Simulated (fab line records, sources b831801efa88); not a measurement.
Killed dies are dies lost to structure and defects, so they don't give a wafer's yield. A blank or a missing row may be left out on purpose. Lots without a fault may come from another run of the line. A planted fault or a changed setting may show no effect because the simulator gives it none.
fab line records | flow sky130
record lots=7 wafers=20 last_day=50
route steps=708 shown RES_PROTECT@212 POLY_GATE@213 PAD_OPEN@708
lots that met no fault: from a run of the same line without faults
start_h: hours from the record's first day to the start of the lot's first wafer shown | wait_h: hours since the lot's step before | " the same as in the row above | L1.1+2: a row that stands for several wafers | - no value, or no start given | * or withheld: withheld | < > ~ a bound
route shown NAME@n: a module of which the file shows steps, and the number in the route of the first | usual: mean/standard deviation of fault-free wafers | same: alike in all rows | chamber/n: place in a boat | sites: the reading at each site | _std_site: their standard deviation | _edge_site: outer sites' mean less inner sites' | radius_mm: how far each site lies from the wafer's centre | mask NAME#n: copy n | behind: the tool/chamber that last shaped the wafer | hold: why the lot was held/for how many hours/how that ended | device: the transistor (n, p or np) that didn't switch | end of line: the same wafers' tests at the end of the route | a step without rows: its recipe alone | killed: dies lost to structure and defects at the first sort, not the wafer's yield | map: a wafer's dies, x killed, . not, _ none there
set.NAME: the setting as run; set.NAME@STEP: as run at that earlier step | model.NAME: the simulator's own value behind a step, which no gauge read
lots at some steps of the route; a table a step, a row a wafer
services: from which hour (start_h, from the record's first day; less than 0 if before it) a tool's chamber was out of use, for how many hours, and why
## steps
# step SKY_RES_PROTECT_DEVELOP_06
# recipe resist=NOVOLAK developer=TMAH develop_time_s=60 dev_temp_c=23
# step SKY_POLY_GATE_IMPLANT_02
# recipe species=P energy_kev=30 dose_cm2=7.7e+15 tilt_deg=0
# step SKY_RES_PROTECT_STRIP_07
# recipe chemistry=O2/N2 power_w=1400 pressure_mtorr=1500 platen_temp_c=withheld o2_flow_sccm=3000 n2_flow_sccm=300 overash_fraction=0.5
# usual drypump_motor_current_A=5.7/0.48 oes_product_au=0.518/0.0047 strip_time_to_endpoint_s=23.30/0.044
# columns lot.wafer tool chamber start_h wait_h drypump_motor_current_A oes_product_au rf_hours_counter_h strip_time_to_endpoint_s
L364.2 plasma_asher-02 1 347.45 0.1 5.8 0.513 65 23.23
L364.3 " 1 " " 5.8 0.528 - 23.33
L364.5 " 0 " " 6.0 0.522 - 23.34
L365.4 plasma_asher-04 0 347.78 0.1 4.9 0.513 - 23.33
L365.5 " 0 " " 4.8 0.520 - 23.35
L365.6 " 1 " " 6.2 0.518 - 23.35
L368.2 plasma_asher-04 1 397.90 0.1 6.2 0.519 28 23.25
L368.4 " 1 " " 6.2 0.505 - 23.29
L368.6 " 0 " " 4.9 0.520 - 23.29
L370.1 plasma_asher-02 0 398.13 0.1 6.0 0.514 70 23.35
L370.2 " 1 " " 5.8 0.522 70 23.34
L370.6 " 0 " " 6.0 0.516 - 23.38
L371.2 plasma_asher-04 0 418.88 0.1 4.9 0.519 32 23.39
L371.6 " 1 " " 6.2 0.517 - 23.35
L384.2 plasma_asher-02 1 525.16 0.1 5.8 0.524 84 23.25
L384.5 " 0 " " 6.0 0.514 - 23.21
L384.6 " 1 " " 5.8 0.520 - 23.33
L385.1 plasma_asher-02 1 533.55 0.1 5.8 0.517 84 23.24
L385.5 " 0 " " 6.0 0.517 - 23.27
L385.6 " 1 " " 5.8 0.518 - 23.27
# step SKY_RES_PROTECT_TW_MEAS_08
# usual POLY_GATE_TW=4076/45
# columns lot.wafer tool chamber start_h wait_h POLY_GATE_TW
L364.2 film_metro-02 - 347.56 0.1 4056
L364.3 " - " " 4045
L364.5 " - " " 4053
L365.4 film_metro-04 - 347.88 0.1 4092
L365.5 " - " " 4089
L365.6 " - " " 4097
L368.2 film_metro-01 - 398.01 0.1 4016
L368.4 " - " " 4027
L368.6 " - " " 4036
L370.1 film_metro-04 - 398.23 0.1 4097
L370.2 " - " " 4127
L370.6 " - " " 4122
L371.2 film_metro-04 - 418.99 0.1 4135
L371.6 " - " " 4145
L384.2 film_metro-04 - 525.27 0.1 4123
L384.5 " - " " 4123
L384.6 " - " " 4146
L385.1 film_metro-01 - 533.65 0.1 4032
L385.5 " - " " 4037
L385.6 " - " " 4032
# step SKY_RES_PROTECT_CLEAN_09
# recipe chemistry=SC1/SC2 mix=1:4:20 temp_c=70 time_s=150 dry=n2_spin
# step SKY_POLY_GATE_CVD_03
# recipe material=Si3N4 precursor=DCS/NH3 target_thk_nm=75 temp_c=770 time_s=1290 pressure_mtorr=250
# step SKY_POLY_GATE_THK_MEAS_04
# recipe reads=Si3N4_of_POLY_GATE_CVD_03
# usual POLY_GATE_CVD_03_THK=74.8/0.62
# columns lot.wafer tool chamber start_h wait_h POLY_GATE_CVD_03_THK[nm]
L364.2 film_metro-03 - 349.03 0.0 74.7
L364.3 " - " " 74.6
L364.5 " - " " 74.7
L365.4 film_metro-01 - 350.40 0.0 75.2
L365.5 " - " " 75.4
L365.6 " - " " 75.3
L370.1 film_metro-03 - 399.87 0.0 74.1
L370.2 " - " " 74.8
L370.6 " - " " 74.9
L368.2 film_metro-01 - 399.88 0.0 75.0
L368.4 " - " " 74.7
L368.6 " - " " 74.6
L371.2 film_metro-03 - 420.69 0.0 75.5
L371.6 " - " " 75.4
L384.2 film_metro-02 - 527.52 0.0 74.8
L384.5 " - " " 74.4
L384.6 " - " " 74.7
L385.1 film_metro-01 - 535.11 0.0 74.5
L385.5 " - " " 74.7
L385.6 " - " " 73.9
# step SKY_POLY_GATE_DEHYDRATE_05
# recipe temp_c=200 time_s=60
# step SKY_POLY_GATE_HMDS_06
# recipe prime_time_s=60 prime_temp_c=120
# step SKY_POLY_GATE_COAT_07
# recipe resist=BARC temp_c=withheld time_s=withheld spin_rpm=3000 resist_thk_nm=110
# step SKY_POLY_GATE_COAT_08
# recipe resist=KrF-thick spin_rpm=3000 resist_thk_nm=450
# step SKY_POLY_GATE_SOFTBAKE_09
# recipe temp_c=100 time_s=90 resist=KrF-thick
# step SKY_POLY_GATE_EXPOSE_10
# recipe mask_id=P1M na=0.68 source_shape=conventional sigma_outer=0.6 target_cd_nm=150 dose_mj=28
# usual reticle_temp_C=23.00/0.11 stage_vel_mm_s=499.98/0.26
# columns lot.wafer tool chamber start_h wait_h mask reticle_temp_C stage_vel_mm_s
L364.2 krf_scanner-01 0 362.62 - P1M#0 23.14 500.28
L364.3 " 0 " " P1M#0 23.00 499.93
L364.5 " 0 " " P1M#0 23.09 500.35
L365.4 krf_scanner-02 0 363.88 - P1M#0 22.89 500.60
L365.5 " 0 " " P1M#0 22.97 500.41
L365.6 " 0 " " P1M#0 22.82 499.97
L370.1 krf_scanner-02 0 415.20 - P1M#0 22.89 499.94
L370.2 " 0 " " P1M#0 23.12 500.25
L370.6 " 0 " " P1M#0 23.02 499.82
L368.2 krf_scanner-02 0 415.34 - P1M#0 23.07 500.21
L368.4 " 0 " " P1M#0 23.09 499.92
L368.6 " 0 " " P1M#0 23.06 500.19
L371.2 krf_scanner-02 0 435.52 - P1M#0 23.27 500.01
L371.6 " 0 " " P1M#0 23.07 499.93
L384.2 krf_scanner-01 0 541.83 - P1M#0 23.12 499.37
L384.5 " 0 " " P1M#0 23.01 499.50
L384.6 " 0 " " P1M#0 23.04 499.59
L385.1 krf_scanner-01 0 549.65 - P1M#0 22.94 500.10
L385.5 " 0 " " P1M#0 22.98 499.80
L385.6 " 0 " " P1M#0 22.85 499.82
# step SKY_POLY_GATE_PEB_11
# recipe peb_temp_c=withheld peb_time_s=withheld resist=KrF-thick
# step SKY_POLY_GATE_DEVELOP_12
# recipe develop_time_s=60 resist=KrF-thick dev_temp_c=21
# step SKY_POLY_GATE_CD_MEAS_13
# recipe target_cd_nm=150
# usual cd_nm=150.1/1.4
# columns lot.wafer tool chamber start_h wait_h cd_nm
L364.2 cd_sem-01 - 376.52 - 148.6
L364.3 " - " " 148.9
L364.5 " - " " 146.9
L365.4 cd_sem-02 - 377.86 - 148.9
L365.5 " - " " 148.1
L365.6 " - " " 148.1
L370.1 cd_sem-02 - 430.10 - 149.1
L370.2 " - " " 149.2
L370.6 " - " " 109.8
L368.2 cd_sem-01 - 430.28 - 151.4
L368.4 " - " " 151.2
L368.6 " - " " 111.2
L371.2 cd_sem-01 - 449.38 - 147.9
L371.6 " - " " 112.6
L384.2 cd_sem-01 - 557.17 - 149.3
L384.5 " - " " 150.5
L384.6 " - " " 150.7
L385.1 cd_sem-02 - 564.75 - 151.1
L385.5 " - " " 149.7
L385.6 " - " " 151.5
# step SKY_POLY_GATE_OVL_MEAS_14
# usual POLY_GATE_OVL=-1/4.5
# columns lot.wafer tool chamber start_h wait_h POLY_GATE_OVL[nm]
L364.2 overlay-02 - 376.62 0.1 2
L364.3 " - " " -6
L364.5 " - " " -4
L365.4 overlay-01 - 377.93 0.1 -4
L365.5 " - " " 0
L365.6 " - " " -4
L370.1 overlay-01 - 430.22 0.1 0
L370.2 " - " " 4
L370.6 " - " " 2
L368.2 overlay-02 - 430.38 0.1 -3
L368.4 " - " " 0
L368.6 " - " " -4
L371.2 overlay-02 - 449.48 0.1 0
L371.6 " - " " 1
L384.2 overlay-01 - 557.27 0.1 1
L384.5 " - " " 1
L384.6 " - " " 6
L385.1 overlay-01 - 564.87 0.1 3
L385.5 " - " " 2
L385.6 " - " " 3
# step SKY_POLY_GATE_ETCH_15
# recipe chemistry=N2/H2 target=BARC ion_energy_ev=200 source_w=500 bias_w=100 pressure_mtorr=30 n2_flow_sccm=100 h2_flow_sccm=200 stop_on=SiO2 time_s=118.5 target_depth_a=1100
# usual bias_w=100.0/0.33 drypump_motor_current_A=5.8/0.41 oes_product_au=0.717/0.005 throttle_valve_pct=13.213/0.0089
# columns lot.wafer tool chamber start_h wait_h bias_w drypump_motor_current_A oes_product_au rf_hours_counter_h throttle_valve_pct model.POLY_GATE.cd_nm
L364.2 rie_diel-03 3 376.65 0.0 100.2 6.0 0.718 35 13.205 147.5
L364.3 " 0 " " 100.0 4.9 0.717 2 13.222 150.3
L364.5 " 2 " " 98.9 5.7 0.717 - 13.221 147.7
L365.4 rie_diel-01 0 377.99 0.1 99.9 5.9 0.721 - 13.231 149.7
L365.5 " 3 " " 100.6 6.4 0.712 - 13.226 146.4
L365.6 " 2 " " 99.9 5.6 0.713 - 13.217 148.3
L370.1 rie_diel-04 3 430.25 0.0 100.1 6.0 0.723 8 13.215 150.2
L370.2 " 2 " " 100.3 5.4 0.714 2 13.214 150.6
L370.6 " 0 " " 99.6 5.7 0.713 - 13.213 112.1
L368.2 rie_diel-03 1 430.41 0.0 99.9 6.2 0.718 1 13.210 150.3
L368.4 " 3 " " 99.8 6.0 0.713 36 13.200 150.1
L368.6 " 1 " " 100.1 6.2 0.712 - 13.224 111
L371.2 rie_diel-04 3 449.51 0.0 100.3 6.0 0.715 9 13.212 147.5
L371.6 " 0 " " 100.1 5.6 0.708 - 13.216 112.4
L384.2 rie_diel-03 1 557.30 0.0 100.2 6.2 0.723 3 13.219 148.8
L384.5 " 2 " " 100.1 5.7 0.709 - 13.208 149.5
L384.6 " 1 " " 100.0 6.2 0.716 - 13.209 151.7
L385.1 rie_diel-03 0 564.90 0.0 99.7 5.0 0.714 5 13.209 152.4
L385.5 " 0 " " 99.7 5.0 0.718 - 13.210 151.2
L385.6 " 1 " " 100.0 6.1 0.722 - 13.222 150.5
# step SKY_POLY_GATE_ETCH_16
# recipe stop_on=poly-Si chemistry=CH3F/O2 target=Si3N4 source_w=400 bias_w=80 pressure_mtorr=25 ch3f_flow_sccm=40 O2_flow_sccm=30 time_s=147.5 target_depth_a=750
# usual bias_w=79.99/0.25 drypump_motor_current_A=5.8/0.42 oes_product_au=0.640/0.0053 throttle_valve_pct=10.534/0.0096
# columns lot.wafer tool chamber start_h wait_h bias_w drypump_motor_current_A oes_product_au rf_hours_counter_h throttle_valve_pct
L364.2 rie_diel-03 3 376.74 0.0 80.13 6.0 0.633 35 10.521
L364.3 " 0 " " 80.04 4.9 0.646 2 10.542
L364.5 " 2 " " 79.20 5.7 0.636 - 10.532
L365.4 rie_diel-01 0 378.08 0.0 79.98 5.9 0.640 - 10.542
L365.5 " 3 " " 79.44 6.4 0.641 - 10.533
L365.6 " 2 " " 79.75 5.6 0.637 - 10.529
L370.1 rie_diel-04 3 430.34 0.0 79.91 6.0 0.635 8 10.522
L370.2 " 2 " " 80.35 5.4 0.644 2 10.534
L370.6 " 0 " " 79.84 5.6 0.641 - 10.527
L368.2 rie_diel-03 1 430.50 0.0 79.95 6.1 0.643 1 10.526
L368.4 " 3 " " 80.30 6.0 0.645 36 10.531
L368.6 " 1 " " 79.73 6.2 0.638 - 10.530
L371.2 rie_diel-04 3 449.60 0.0 79.96 6.0 0.634 9 10.538
L371.6 " 0 " " 80.28 5.6 0.647 - 10.534
L384.2 rie_diel-03 1 557.38 0.0 80.33 6.2 0.637 3 10.533
L384.5 " 2 " " 80.15 5.8 0.638 - 10.524
L384.6 " 1 " " 80.30 6.2 0.640 - 10.544
L385.1 rie_diel-03 0 564.98 0.0 79.97 5.0 0.644 5 10.543
L385.5 " 0 " " 79.79 5.0 0.646 - 10.535
L385.6 " 1 " " 80.29 6.2 0.637 - 10.533
# step SKY_POLY_GATE_ETCH_17
# recipe target_depth_nm=180 stop_on=SiO2 over_etch_frac=0.56667 chemistry=HBr/Cl2 target=poly-Si icp_w=400 bias_w=100 pressure_mtorr=10 HBr_flow_sccm=150 Cl2_flow_sccm=50 time_s=70.5
# usual bias_w=99.98/0.3 drypump_motor_current_A=5.8/0.43 oes_product_au=0.986/0.007 throttle_valve_pct=33.684/0.0088
# columns lot.wafer tool chamber start_h wait_h bias_w drypump_motor_current_A oes_product_au rf_hours_counter_h throttle_valve_pct model.POLY_GATE.cd_nm
L364.2 rie_si-02 0 376.83 0.0 99.67 5.1 0.975 5 33.693 149.8
L364.3 " 1 " " 99.94 5.8 0.968 78 33.693 151.9
L364.5 " 2 " " 100.21 5.2 0.982 - 33.695 148.3
L365.4 rie_si-01 1 378.13 0.0 99.77 5.9 0.983 0 33.680 148.4
L365.5 " 0 " " 99.62 6.4 0.985 - 33.680 146.3
L365.6 " 1 " " 100.29 5.9 0.976 - 33.698 147.4
L370.1 rie_si-02 3 430.43 0.0 99.68 6.3 0.992 5 33.689 150.2
L370.2 " 1 " " 99.92 5.8 0.989 0 33.678 152.6
L370.6 " 2 " " 100.08 5.1 0.991 - 33.690 115.1
L368.2 rie_si-01 1 430.60 0.0 100.07 5.9 0.984 1 33.677 149.1
L368.4 " 2 " " 99.86 5.9 0.989 2 33.660 151.2
L368.6 " 0 " " 99.68 6.3 0.982 - 33.691 110.8
L371.2 rie_si-02 2 449.70 0.0 99.57 5.1 1.004 4 33.694 150.3
L371.6 " 1 " " 99.49 5.8 0.992 - 33.676 112.9
L384.2 rie_si-02 1 557.48 0.0 99.98 5.8 0.981 1 33.678 149.3
L384.5 " 3 " " 100.37 6.3 0.987 - 33.686 149.2
L384.6 " 1 " " 99.85 5.8 0.985 - 33.687 152.3
L385.1 rie_si-01 3 565.08 0.0 100.30 5.9 0.974 4 33.674 153.8
L385.5 " 2 " " 100.06 5.9 0.984 - 33.686 152.2
L385.6 " 3 " " 100.16 5.8 0.978 - 33.685 151.8
# step SKY_POLY_GATE_STRIP_18
# recipe chemistry=O2/N2 power_w=1400 pressure_mtorr=1500 platen_temp_c=withheld o2_flow_sccm=3000 n2_flow_sccm=300 overash_fraction=0.5
# usual drypump_motor_current_A=5.7/0.59 oes_product_au=0.361/0.0048 strip_time_to_endpoint_s=3.18/0.034
# columns lot.wafer tool chamber start_h wait_h drypump_motor_current_A oes_product_au rf_hours_counter_h strip_time_to_endpoint_s
L364.2 plasma_asher-04 1 376.89 0.0 6.1 0.359 26 3.15
L364.3 " 1 " " 6.2 0.364 - 3.09
L364.5 " 1 " " 6.2 0.364 - 3.13
L365.4 plasma_asher-04 0 378.22 0.1 4.9 0.359 - 3.12
L365.5 " 1 " " 6.2 0.357 - 3.15
L365.6 " 0 " " 4.9 0.366 - 3.15
L370.1 plasma_asher-02 1 430.49 0.0 5.8 0.362 75 3.21
L370.2 " 0 " " 6.0 0.370 75 3.20
L370.6 " 0 " " 6.0 0.362 - 3.19
L368.2 plasma_asher-04 0 430.65 0.0 4.8 0.360 34 3.22
L368.4 " 0 " " 4.9 0.358 - 3.18
L368.6 " 0 " " 4.9 0.362 - 3.21
L371.2 plasma_asher-04 0 449.75 0.0 4.8 0.363 37 3.18
L371.6 " 1 " " 6.2 0.366 - 3.20
L384.2 plasma_asher-01 0 557.54 0.0 5.1 0.361 69 3.20
L384.5 " 0 " " 5.1 0.360 - 3.15
L384.6 " 1 " " 6.3 0.367 - 3.21
L385.1 plasma_asher-01 1 565.17 0.1 6.3 0.366 70 3.20
L385.5 " 0 " " 5.2 0.358 - 3.19
L385.6 " 1 " " 6.3 0.365 - 3.26
# step SKY_PAD_OPEN_PROBE_99
# usual killed_at_M0_to_M3=44/7.5 killed_at_M4_up=2.9/1.8 killed_at_contacts=24/5.1 killed_at_front_end=16/4.7 killed_at_other=0.3/0.46 killed_dies=87/9.9 killed_on_rim=17/4.5 killed_open=47/8 killed_short=39/6.3
# same gross_dies=492 killed_at_back_side=0
# columns lot.wafer tool chamber start_h wait_h killed_at_M0_to_M3 killed_at_M4_up killed_at_contacts killed_at_front_end killed_at_other killed_dies killed_on_rim killed_open killed_short
L364.2 prober-01 - 1085.05 0.1 38 4 24 18 0 84 11 45 39
L364.3 prober-01 - 1085.10 0.2 37 3 28 15 0 83 20 46 36
L364.5 prober-01 - 1085.20 0.2 41 5 27 11 0 84 19 49 35
L365.4 prober-01 - 1085.65 0.2 49 2 30 20 0 101 23 49 52
L365.5 prober-01 - 1085.70 0.2 41 5 29 16 0 91 21 49 42
L365.6 prober-01 - 1085.75 0.2 45 1 25 16 1 88 20 47 41
L370.1 prober-01 - 1119.86 0.1 40 7 28 11 0 86 12 37 49
L370.2 prober-01 - 1119.91 0.1 44 3 38 11 1 97 20 54 43
L370.6 prober-01 - 1120.11 0.2 49 2 20 402 0 473 96 45 39
L368.2 prober-02 - 1122.55 0.1 38 1 17 21 0 77 15 36 41
L368.4 prober-02 - 1122.65 0.2 58 5 13 17 0 93 9 48 45
L368.6 prober-02 - 1122.75 0.2 38 3 22 428 1 492 96 33 44
L371.2 prober-01 - 1130.40 0.1 36 2 20 20 1 79 23 34 44
L371.6 prober-01 - 1130.60 0.2 42 3 25 412 0 482 95 51 28
L384.2 prober-02 - 1192.35 0.1 46 2 25 21 1 95 15 56 39
L384.5 prober-02 - 1192.50 0.2 56 2 19 9 0 86 21 51 35
L384.6 prober-02 - 1192.55 0.2 46 3 29 12 0 90 20 57 33
L385.1 prober-01 - 1196.67 0.1 32 1 26 11 0 70 12 39 31
L385.5 prober-01 - 1196.87 0.2 41 2 29 17 0 89 17 53 35
L385.6 prober-01 - 1196.92 0.2 43 6 28 15 1 93 16 48 44
# killed by level:class
L364.2 CONTACT:geometric_particle:open=7 FIELD_ISO:geometric_particle:short=7 VIA1:geometric_particle:open=7 VIA2:geometric_particle:open=7 METAL2:geometric_particle:short=6 LI_CONTACT:geometric_particle:open=5 VIA3:geometric_particle:open=5 FIELD_ISO:geometric_particle:open=4
L364.3 VIA1:geometric_particle:open=10 LI_CONTACT:geometric_particle:open=9 METAL1:geometric_particle:short=6 CONTACT:geometric_particle:open=5 VIA2:geometric_particle:open=5 FIELD_ISO:geometric_particle:short=4 POLY_GATE:geometric_particle:open=4 LI_CONTACT:geometric_particle:short=4
L364.5 LI_CONTACT:geometric_particle:open=10 VIA1:geometric_particle:open=9 CONTACT:geometric_particle:open=6 VIA2:geometric_particle:open=5 CONTACT:geometric_particle:short=5 VIA3:geometric_particle:open=5 FIELD_ISO:geometric_particle:open=4 POLY_GATE:geometric_particle:open=4
L365.4 VIA1:geometric_particle:open=13 CONTACT:geometric_particle:open=10 METAL2:geometric_particle:short=8 LI_CONTACT:geometric_particle:open=7 CONTACT:geometric_particle:short=7 VIA2:geometric_particle:open=7 POLY_GATE:geometric_particle:short=5 FIELD_ISO:geometric_particle:short=5
L365.5 VIA1:geometric_particle:open=11 CONTACT:geometric_particle:open=9 CONTACT:geometric_particle:short=8 LI_CONTACT:geometric_particle:open=6 VIA2:geometric_particle:open=5 FIELD_ISO:geometric_particle:open=4 FIELD_ISO:geometric_particle:short=4 METAL4:geometric_particle:short=4
L365.6 LI_CONTACT:geometric_particle:open=10 CONTACT:geometric_particle:open=10 METAL1:geometric_particle:short=7 METAL3:geometric_particle:short=7 FIELD_ISO:geometric_particle:short=6 VIA1:geometric_particle:open=6 VIA2:geometric_particle:open=6 VIA3:geometric_particle:open=6
L370.1 CONTACT:geometric_particle:open=10 METAL2:geometric_particle:short=10 METAL4:geometric_particle:short=7 VIA1:geometric_particle:open=6 LOCAL_INTERCONNECT:geometric_particle:short=6 CONTACT:geometric_particle:short=5 VIA2:geometric_particle:open=4 LI_CONTACT:geometric_particle:open=4
L370.2 LI_CONTACT:geometric_particle:open=12 CONTACT:geometric_particle:open=11 VIA1:geometric_particle:open=9 CONTACT:geometric_particle:short=7 METAL3:geometric_particle:short=6 VIA2:geometric_particle:open=6 VIA3:geometric_particle:open=5 METAL2:geometric_particle:short=5
L370.6 POLY_GATE:area_expose=388 VIA1:geometric_particle:open=11 VIA2:geometric_particle:open=9 CONTACT:geometric_particle:open=8 FIELD_ISO:geometric_particle:short=7 VIA1:geometric_particle:short=7 METAL2:geometric_particle:short=7 LI_CONTACT:geometric_particle:open=5
L368.2 VIA1:geometric_particle:open=9 FIELD_ISO:geometric_particle:short=6 POLY_GATE:geometric_particle:short=6 VIA1:geometric_particle:short=6 VIA2:geometric_particle:open=6 CONTACT:geometric_particle:open=5 METAL2:geometric_particle:short=5 VIA3:geometric_particle:open=5
L368.4 VIA1:geometric_particle:open=15 METAL3:geometric_particle:short=8 VIA3:geometric_particle:open=7 VIA1:geometric_particle:short=7 METAL1:geometric_particle:short=6 VIA2:geometric_particle:open=6 POLY_GATE:geometric_particle:open=5 METAL4:geometric_particle:short=5
L368.6 POLY_GATE:area_expose=414 VIA1:geometric_particle:open=9 CONTACT:geometric_particle:open=8 LOCAL_INTERCONNECT:geometric_particle:short=6 VIA1:geometric_particle:short=6 POLY_GATE:geometric_particle:open=5 METAL2:geometric_particle:short=5 VIA3:geometric_particle:open=5
L371.2 CONTACT:geometric_particle:open=9 METAL2:geometric_particle:short=7 VIA1:geometric_particle:short=7 VIA2:geometric_particle:open=7 CONTACT:geometric_particle:short=6 FIELD_ISO:geometric_particle:open=4 VIA1:geometric_particle:open=4 VIA3:geometric_particle:short=4
L371.6 POLY_GATE:area_expose=403 VIA1:geometric_particle:open=13 LI_CONTACT:geometric_particle:open=11 CONTACT:geometric_particle:open=8 VIA3:geometric_particle:open=7 METAL1:geometric_particle:short=6 METAL2:geometric_particle:short=5 VIA2:geometric_particle:open=5
L384.2 CONTACT:geometric_particle:open=9 VIA1:geometric_particle:open=9 VIA3:geometric_particle:open=8 POLY_GATE:geometric_particle:short=7 LI_CONTACT:geometric_particle:open=6 METAL1:geometric_particle:short=6 FIELD_ISO:geometric_particle:open=5 METAL2:geometric_particle:short=5
L384.5 VIA1:geometric_particle:open=15 VIA2:geometric_particle:open=10 VIA3:geometric_particle:open=8 CONTACT:geometric_particle:open=7 LI_CONTACT:geometric_particle:open=6 METAL2:geometric_particle:short=5 VIA3:geometric_particle:short=5 CONTACT:geometric_particle:short=4
L384.6 VIA1:geometric_particle:open=18 CONTACT:geometric_particle:open=11 LI_CONTACT:geometric_particle:open=8 FIELD_ISO:geometric_particle:open=5 VIA3:geometric_particle:short=5 VIA1:geometric_particle:short=5 POLY_GATE:geometric_particle:short=4 LOCAL_INTERCONNECT:geometric_particle:short=4
L385.1 CONTACT:geometric_particle:open=9 VIA1:geometric_particle:open=7 VIA3:geometric_particle:short=6 LOCAL_INTERCONNECT:geometric_particle:short=5 VIA3:geometric_particle:open=5 LI_CONTACT:geometric_particle:short=4 LOCAL_INTERCONNECT:geometric_particle:open=4 FIELD_ISO:geometric_particle:short=3
L385.5 VIA1:geometric_particle:open=11 LI_CONTACT:geometric_particle:open=10 CONTACT:geometric_particle:open=6 VIA2:geometric_particle:open=6 LOCAL_INTERCONNECT:geometric_particle:short=5 METAL2:geometric_particle:short=5 VIA3:geometric_particle:open=5 FIELD_ISO:geometric_particle:short=4
L385.6 CONTACT:geometric_particle:open=10 VIA3:geometric_particle:open=10 VIA1:geometric_particle:open=9 LOCAL_INTERCONNECT:geometric_particle:short=7 FIELD_ISO:geometric_particle:short=5 METAL1:geometric_particle:short=5 VIA2:geometric_particle:short=5 METAL4:geometric_particle:short=4
# map L368.6 (x killed, . not)
__________xxxxxxxxxx_________
________xxxxxxxxxxxxxx_______
______xxxxxxxxxxxxxxxxxx_____
_____xxxxxxxxxxxxxxxxxxxx____
____xxxxxxxxxxxxxxxxxxxxxx___
___xxxxxxxxxxxxxxxxxxxxxxxx__
__xxxxxxxxxxxxxxxxxxxxxxxxxx_
_xxxxxxxxxxxxxxxxxxxxxxxxxxxx
_xxxxxxxxxxxxxxxxxxxxxxxxxxxx
_xxxxxxxxxxxxxxxxxxxxxxxxxxxx
_xxxxxxxxxxxxxxxxxxxxxxxxxxxx
_xxxxxxxxxxxxxxxxxxxxxxxxxxxx
_xxxxxxxxxxxxxxxxxxxxxxxxxxxx
_xxxxxxxxxxxxxxxxxxxxxxxxxxxx
_xxxxxxxxxxxxxxxxxxxxxxxxxxxx
__xxxxxxxxxxxxxxxxxxxxxxxxxx_
___xxxxxxxxxxxxxxxxxxxxxxxx__
____xxxxxxxxxxxxxxxxxxxxxx___
_____xxxxxxxxxxxxxxxxxxxx____
______xxxxxxxxxxxxxxxxxx_____
________xxxxxxxxxxxxxx_______
__________xxxxxxxxxx_________
# map L370.6 (x killed, . not)
__________xxxxxxxxxx_________
________xxxxxxxxxxxxxx_______
______xxxxxxxxxxxxxxxxxx_____
_____xxxxxxxxxxxxxxxxxxxx____
____xxxxxxxxxxxxxxxxxxxxxx___
___xxxxxxxxxxxxxxx.xxx.xxxx__
__xxxxxxxx.xxxxxx..xxxxxxxxx_
_xxxxxxxxxxxxxxxxxxxxxxxxxxxx
_xxxxxxxxxxxx.xxxxxxxxxxxxxxx
_xxxxxxxxxx.xxxxxxxxxx.x.xxxx
_xxxxxxxxxxxxxxxxxxxxxxxxxxxx
_xxxxxxxxxxxxxx.xxxxxxxxxxxxx
_xxxxxxxxxxxxxxxx.xxxxx..xxxx
_xxxxxxxxxxxx.xxxxxxxxxxxxxxx
_xxxxxxxxxxxxxxxxxxxxxxxxxxxx
__xxxxxxxxxxxxxxx.xxxxxxxxxx_
___xxxxxxxxxxxxxxxxxxx.xxxx__
____xxxxxxxxxxxxxxxxxx.xxx___
_____xxxxxxxxxx.xxxxxxxxx____
______xxxxxxxxxx.xxxxxxx_____
________xxxxxxxxxxxxxx_______
__________xxxxxxxxxx_________
## services
# columns tool chamber start_h hours kind
krf_scanner-02 - 355.97 4.4 pm
rie_si-01 3 367.79 7.2 repair
rie_diel-04 - 369.67 0.1 repair
krf_scanner-01 - 374.38 1.0 pm
krf_scanner-02 - 374.68 0.7 repair
rie_diel-04 - 379.59 0.1 repair
krf_scanner-02 - 382.72 3.2 repair
rie_diel-04 0 384.19 8.8 repair
rie_diel-03 0 387.97 2.2 repair
krf_scanner-01 - 389.86 0.8 pm
krf_scanner-02 - 390.15 3.6 repair
krf_scanner-02 - 394.12 1.3 pm
krf_scanner-01 - 403.61 0.4 repair
krf_scanner-02 - 411.03 3.6 pm
plasma_asher-02 - 416.96 1.8 repair
plasma_asher-02 - 431.94 6.0 repair
krf_scanner-02 - 446.44 1.0 pm
krf_scanner-02 - 480.54 0.8 pm
rie_diel-03 1 492.29 4.8 repair
rie_diel-03 2 499.18 10.0 repair
rie_diel-04 3 503.87 4.4 repair
rie_diel-03 0 527.25 10.3 repair
rie_si-02 0 531.23 1.7 repair
rie_si-02 2 550.65 8.5 repair
## key
first_sign step=SKY_POLY_GATE_CD_MEAS_13 reading=cd_nm direction=down sigmas=28 usual=150.1 struck=111.2
effect step=SKY_PAD_OPEN_PROBE_99 reading=killed_at_front_end direction=up sigmas=84 usual=16 struck=414
model_effect step=SKY_POLY_GATE_ETCH_15 value=POLY_GATE.cd_nm without=150.2 struck=111.9
model_effect step=SKY_POLY_GATE_ETCH_17 value=POLY_GATE.cd_nm without=151.3 struck=112.9
more_kills_born_at SKY_POLY_GATE_EXPOSE_10@krf_scanner-02=1205
met_at SKY_POLY_GATE_EXPOSE_10
struck_wafers L368.6,L370.6,L371.6
later_rows_left_out L368.6,L370.6,L371.6
tester_left_out L368,L370,L371
fault kind=process_parameter_drift tool=krf_scanner-02 chamber=- onset_h=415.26 steps=SKY_POLY_GATE_EXPOSE_10 channel=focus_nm offset=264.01 shape=step end_h=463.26 scope=struck_wafers_only
# tester_left_out: of these lots the tester's yield and bins aren't shown, on N5 and GAA mostly nor the transistor test; their killed dies are dies lost to structure and defects alone, not to doping, threshold or leakage, so they don't give the yield
# later_rows_left_out: the simulator's readings of these wafers behind a module that went badly wrong aren't trusted and aren't shown, but for the sort
